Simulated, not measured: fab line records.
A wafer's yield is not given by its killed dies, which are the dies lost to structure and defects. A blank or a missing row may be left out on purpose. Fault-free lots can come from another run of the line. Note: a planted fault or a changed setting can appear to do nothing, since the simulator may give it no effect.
What tool caused it? | flow sky130 | 11 lots, 33 wafers sampled, at 4 steps of a route of 708

## WHAT EACH GAUGE READ, for each wafer
SKY_VIA3_OVL_MEAS_13.
lot  | measured     | on         | VIA3_OVL (nm)
L524 | day 40 17:19 | overlay-02 | 2 6 2
L525 | day 41 03:23 | overlay-02 | 6 -1 8
L526 | day 41 04:13 | overlay-02 | -8 -13 -3
L534 | day 43 11:52 | overlay-02 | 0 5 10
L535 | day 43 20:23 | overlay-02 | -2 10 11
L538 | day 45 04:57 | overlay-02 | 7 6 9
L539 | day 45 09:21 | overlay-02 | 2 -2 -1
L541 | day 45 21:12 | overlay-01 | 13 11 6
L540 | day 45 22:10 | overlay-02 | -5 -9 -4
L542 | day 45 23:10 | overlay-01 | -11 -11 -5
L543 | day 47 04:53 | overlay-01 | 1 -1 1

## EACH LOT AND THE TOOL THAT RAN IT (in order: tool; ch and the chambers of the sampled wafers; start)
lot  | SKY_VIA2_STRIP_16                    | SKY_VIA2_SPUTTER_20          | SKY_VIA3_HDPCVD_00
L524 | plasma-asher-03 ch 0,1, day 37 10:01 | pvd-sputter-03, day 37 10:39 | hdpcvd-02 ch 0,1,2, day 39 15:56
L525 | plasma-asher-04 ch 1, day 37 20:21   | pvd-sputter-04, day 37 20:59 | hdpcvd-02 ch 0,2, day 40 01:56
L526 | plasma-asher-03 ch 0,1, day 37 21:35 | pvd-sputter-01, day 37 22:10 | hdpcvd-01 ch 0,1,2, day 40 02:59
L534 | plasma-asher-01 ch 0,1, day 40 08:33 | pvd-sputter-04, day 40 09:10 | hdpcvd-02 ch 0,2, day 42 12:02
L535 | plasma-asher-03 ch 0,1, day 40 18:25 | pvd-sputter-03, day 40 19:00 | hdpcvd-02 ch 0,1, day 42 21:20
L538 | plasma-asher-04 ch 0,1, day 42 06:41 | pvd-sputter-01, day 42 07:15 | hdpcvd-01 ch 0,1,2, day 44 06:34
L539 | plasma-asher-01 ch 0,1, day 42 11:02 | pvd-sputter-03, day 42 11:36 | hdpcvd-01 ch 0,1, day 44 11:26
L541 | plasma-asher-04 ch 0,1, day 42 23:56 | pvd-sputter-03, day 43 00:31 | hdpcvd-02 ch 0,1, day 44 23:46
L540 | plasma-asher-03 ch 0,1, day 43 00:40 | pvd-sputter-04, day 43 01:15 | hdpcvd-01 ch 0,2, day 45 00:20
L542 | plasma-asher-04 ch 0,1, day 43 01:22 | pvd-sputter-01, day 43 01:57 | hdpcvd-02 ch 0,2, day 45 01:53
L543 | plasma-asher-04 ch 0,1, day 44 11:15 | pvd-sputter-03, day 44 11:51 | hdpcvd-01 ch 0,1,2, day 46 07:49
- SKY_VIA2_STRIP_16: strips in O2/N2.
- SKY_VIA2_SPUTTER_20: material TiN, target thk 20 nm, time 80 s.
- SKY_VIA3_HDPCVD_00: deposits SiO2, target thk 1635 nm, time 272.5 s.

## WHAT THE TOOLS THEMSELVES READ (means of the sampled wafers that have a number; where no wafer has one, the mark that the record gives instead)
SKY_VIA2_STRIP_16.
lot  | tool            | drypump-motor-current-A (A) | oes-product-au (a.u.) | strip-time-to-endpoint-s (s)
L524 | plasma-asher-03 | 5.5                         | 0.402                 | 4.07
L525 | plasma-asher-04 | 5.3                         | 0.398                 | 4.06
L526 | plasma-asher-03 | 5.8                         | 0.404                 | 4.05
L534 | plasma-asher-01 | 6.4                         | 0.398                 | 4.05
L535 | plasma-asher-03 | 5.6                         | 0.400                 | 4.06
L538 | plasma-asher-04 | 5.3                         | 0.399                 | 4.05
L539 | plasma-asher-01 | 6.0                         | 0.403                 | 4.06
L541 | plasma-asher-04 | 5.3                         | 0.396                 | 4.03
L540 | plasma-asher-03 | 5.5                         | 0.399                 | 4.08
L542 | plasma-asher-04 | 5.3                         | 0.401                 | 4.04
L543 | plasma-asher-04 | 5.3                         | 0.397                 | 4.07

SKY_VIA2_SPUTTER_20.
lot  | tool           | cathode-dc-power-W (W) | throttle-valve-pct (%)
L524 | pvd-sputter-03 | 4000.3                 | 30.4
L525 | pvd-sputter-04 | 3999.8                 | 30.3
L526 | pvd-sputter-01 | 4000.1                 | 29.9
L534 | pvd-sputter-04 | 3999.9                 | 30.6
L535 | pvd-sputter-03 | 3999.8                 | 29.0
L538 | pvd-sputter-01 | 3999.6                 | 31.4
L539 | pvd-sputter-03 | 4000.0                 | 29.9
L541 | pvd-sputter-03 | 4000.1                 | 30.6
L540 | pvd-sputter-04 | 4000.5                 | 29.8
L542 | pvd-sputter-01 | 3999.8                 | 30.8
L543 | pvd-sputter-03 | 3999.8                 | 29.2

SKY_VIA3_HDPCVD_00.
lot  | tool      | pressure-mtorr (mTorr) | run-length-s (s)
L524 | hdpcvd-02 | 6.012                  | 301.2
L525 | hdpcvd-02 | 5.998                  | 301.6
L526 | hdpcvd-01 | 6.001                  | 300.2
L534 | hdpcvd-02 | -                      | -
L535 | hdpcvd-02 | -                      | -
L538 | hdpcvd-01 | 5.987                  | 300.7
L539 | hdpcvd-01 | 5.991                  | 300.6
L541 | hdpcvd-02 | 5.992                  | 300.9
L540 | hdpcvd-01 | 5.997                  | 299.7
L542 | hdpcvd-02 | 5.981                  | 301.1
L543 | hdpcvd-01 | 5.999                  | 300.1

## THE ANSWER, worked out from the rows above alone
Rule: the usual values come from the lots themselves. The widest of any qualifying gaps counts: lots, ordered by their means at a reading, are off when they make up no more than a third of the lots, leave a main group of 4 or more, and stand apart from it by 3 or more times the standard deviation of that group's means. A main group whose means are all the same, to the digits that the tables above print for the reading, isn't used. Also off: a lot with no number at a reading for which 4 or more lots have one. The other lots that the step has rows for count as sound. Order of review: gauges by route order, followed by the tools' own readings, for which a lot's mean as printed above is used. The first step at which some lot is off is used, and at that step the reading that is off furthest; a lot without a number counts as furthest.
Off at SKY_VIA3_HDPCVD_00 (pressure-mtorr): L534, L535. Without a number there: L534, L535. The main group has a mean of 5.995 mTorr with a standard deviation of 0.0084.
If a tool, at that step or one of the process steps before it, ran each lot that is off and ran no sound lot following the first of them, it fits. Not one of the candidates tried fits.

## WHAT WAS PUT IN BY THE SIMULATOR
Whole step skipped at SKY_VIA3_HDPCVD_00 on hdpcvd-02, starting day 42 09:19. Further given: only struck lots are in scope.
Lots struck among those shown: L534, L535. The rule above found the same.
